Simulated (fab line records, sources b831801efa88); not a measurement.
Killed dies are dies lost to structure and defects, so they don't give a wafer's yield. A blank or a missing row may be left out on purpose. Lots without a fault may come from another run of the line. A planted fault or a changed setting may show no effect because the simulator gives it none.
One fault seen from 2 desks | flow sky130 | each desk has only its own numbers; what lay behind them comes last

THE TOOL OWNER'S DESK: litho_track-03
The tool's own readings at SKY_CONTACT_COAT_08 (resist thk 60 nm): means of the sampled wafers that have a number, for each lot that ran on this tool. A lot is out of limits, marked OUT, if its mean lies more than 4 standard deviations from the usual mean; the brackets give that distance.
Columns: A = dispense_pressure_kPa at SKY_CONTACT_COAT_08, usual 50.5 kPa; B = spin_speed_rpm at SKY_CONTACT_COAT_08, usual 3000.1 rpm
lot  | first seen here | A    | B
L369 | day 30 18:53    | 48.2 | 2998.1
L370 | day 31 08:50    | 48.3 | 2997.3
L377 | day 34 12:52    | 48.2 | 2094.7 (-99 or more) OUT
L381 | day 35 09:05    | 48.2 | 2089.8 (-99 or more) OUT
L391 | day 38 05:49    | 48.3 | 3001.3
This desk's finding: out of limits on L377, L381; first on L377, day 34 12:52 (spin_speed_rpm at SKY_CONTACT_COAT_08). In limits: L369, L370, L391.

THE METROLOGY DESK
What the gauges read, lot by lot, whatever tool the lot ran on: means of the sampled wafers that have a number. A lot is out of limits, marked OUT, if its mean lies more than 4 standard deviations from the usual mean; the brackets give that distance.
Columns: A = LI_CONTACT_BOW at SKY_LI_CONTACT_BOW_MEAS_03, usual 56 um; B = cd_nm at SKY_LI_CONTACT_CD_MEAS_12, usual 170.4 nm
lot  | first seen here | A  | B
L369 | day 27 18:41    | 53 | 169.2
L370 | day 28 08:33    | 65 | 171.2
L371 | day 30 01:53    | 56 | 168.9
L377 | day 31 15:29    | 52 | 170.6
L381 | day 32 12:36    | 45 | 171.6
L382 | day 32 20:34    | 53 | 171.3
L383 | day 33 02:46    | 56 | 170.6
L387 | day 34 02:49    | 58 | 168.3
L388 | day 34 16:58    | 52 | 169.6
L390 | day 35 03:40    | 57 | 169.5
L391 | day 35 10:26    | 57 | 170.9
This desk's finding: nothing out of limits on any of the 11 lots.

PUT TOGETHER
The tool owner's desk could have raised an alarm at day 34 12:52, on L377, L381.
The metrology desk saw nothing out of limits.
The metrology desk has L377, L381 on record, within its limits.
Of the lots named, all ran SKY_CONTACT_COAT_08 on litho_track-03.

WHAT THE SIMULATOR HAD PUT IN
Process parameter drift: litho_track-03, from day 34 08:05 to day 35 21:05, at SKY_CONTACT_COAT_08. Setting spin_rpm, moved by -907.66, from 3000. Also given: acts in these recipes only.
Lots struck among those shown: L377, L381.
Hours from the fault's start to each desk's first reading out of limits: the tool owner's desk, 5.
